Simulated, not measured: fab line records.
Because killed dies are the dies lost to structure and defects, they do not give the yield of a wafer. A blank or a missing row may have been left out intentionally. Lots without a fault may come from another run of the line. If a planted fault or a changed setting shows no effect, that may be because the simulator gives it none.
Problem report in the 8D (eight disciplines) form, filled by code :: flow sky130 :: the parts of the form that need people (team, actions taken, sign-off) are left out

1. THE PROBLEM
VT_ADJUST_LVTN_TW at SKY_VT_ADJUST_LVTN_TW_MEAS_10 reads a mean of 29.7 on 3 wafers of 1 lot; wafers without a fault read 239.7 with a standard deviation of 1.8. That is -99 or more standard deviations from the usual mean.
First observed at day 9 18:45: wafer L762.1, on film-metro-04. Wafers with a number at this step in the record: 39, from 13 lots. Rule for "out" (also "out of limits"): further than 4 standard deviations from the usual mean. Any other wafer with a number is counted as sound.

2. WHAT IT IS, AND WHAT IT ISN'T
question: which readings at this step
is: VT_ADJUST_LVTN_TW
is not: -

question: which lots
is: L762
is not: L752, L753, L757, L760, L764, L765, L767, L769, L770, L772, L774, L775

question: which wafers of those lots
is: all that have a number
is not: -

question: read on which gauges
is: film-metro-04
is not: film-metro-02, film-metro-03

question: when
is: from day 9 18:45
is not: up to then (12 sound wafers); but 24 sound wafers of L764, L765, L767, L769, L770, L772, L774, L775 came after

3. WHAT RULES OUT EACH SUSPECT
Counting: any tool at a process step up to the reading is kept as a suspect provided that every lot that is out went through it and no sound lot did after the first of them.
- ruled out: the gauge at SKY_VT_ADJUST_LVTN_TW_MEAS_10. All the wafers that are out were read on film-metro-04, but those of them that SKY_VT_ADJUST_HVTP_STRIP_10 has rows for are out there too, on other tools.
- plasma-asher-04 at SKY_VT_ADJUST_HVTP_STRIP_10 (strips in O2/N2): ruled out as a lasting fault. Sound lots L774, L775 ran on it after its first lot that is out, L762 (day 8 21:01).
- plasma-asher-02 at SKY_VT_ADJUST_LVTN_STRIP_09 (strips in O2/N2): ruled out as a lasting fault. Sound lots L765, L770, L774 ran on it after its first lot that is out, L762 (day 9 18:39).
Left after counting: nothing in the record.

4. THE CAUSE (what the simulator had put in)
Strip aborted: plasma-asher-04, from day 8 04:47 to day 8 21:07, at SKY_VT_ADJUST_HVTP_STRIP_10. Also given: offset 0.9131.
Counting ruled it out, wrongly: the rule takes a fault to strike every lot that its tool runs from its start on, and this one did not.

5. THE EFFECT CHAIN, in route order
Each row: a reading where the mean over the struck wafers with a number is more than 3 standard deviations away from the usual. Scope: only readings with a usual standard deviation given in the record; hours: median across lots of the time from each lot's start at the first step in this table that gives one to its start at this step; sigmas: change in usual standard deviations.
hours: 0
step: SKY_VT_ADJUST_HVTP_STRIP_10
reading: oes-product-au
usual: 0.715 a.u.
on struck wafers: 0.909
change: +0.194
sigmas: +41

hours: 22
step: SKY_VT_ADJUST_LVTN_STRIP_09
reading: strip-time-to-endpoint-s
usual: 36.93 s
on struck wafers: 48.55
change: +11.62
sigmas: +99 or more

hours: 22
step: SKY_VT_ADJUST_LVTN_TW_MEAS_10
reading: VT_ADJUST_LVTN_TW
usual: 239.7
on struck wafers: 29.7
change: -210.0
sigmas: -99 or more
The process steps in it:
- SKY_VT_ADJUST_HVTP_STRIP_10: strips in O2/N2.
- SKY_VT_ADJUST_LVTN_STRIP_09: strips in O2/N2.
Readings that are blank on the struck wafers while sound wafers have them: strip-time-to-endpoint-s at SKY_VT_ADJUST_HVTP_STRIP_10.
At these later measuring or inspecting steps, every struck wafer for which the step has a row has a number for every such reading, and none has moved that far: SKY_VT_ADJUST_LVTN_OVL_MEAS_18.

6. HOW IT WOULD HAVE BEEN CAUGHT EARLIER
38 hours passed between the start of the fault at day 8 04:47 and the first reading out of limits at a measuring or inspecting step in this record, taken at day 9 18:45.
The tool's own readings at SKY_VT_ADJUST_HVTP_STRIP_10 were out on every struck wafer that the step has a row for (oes-product-au): an alarm limit on them would have fired on the first of those.
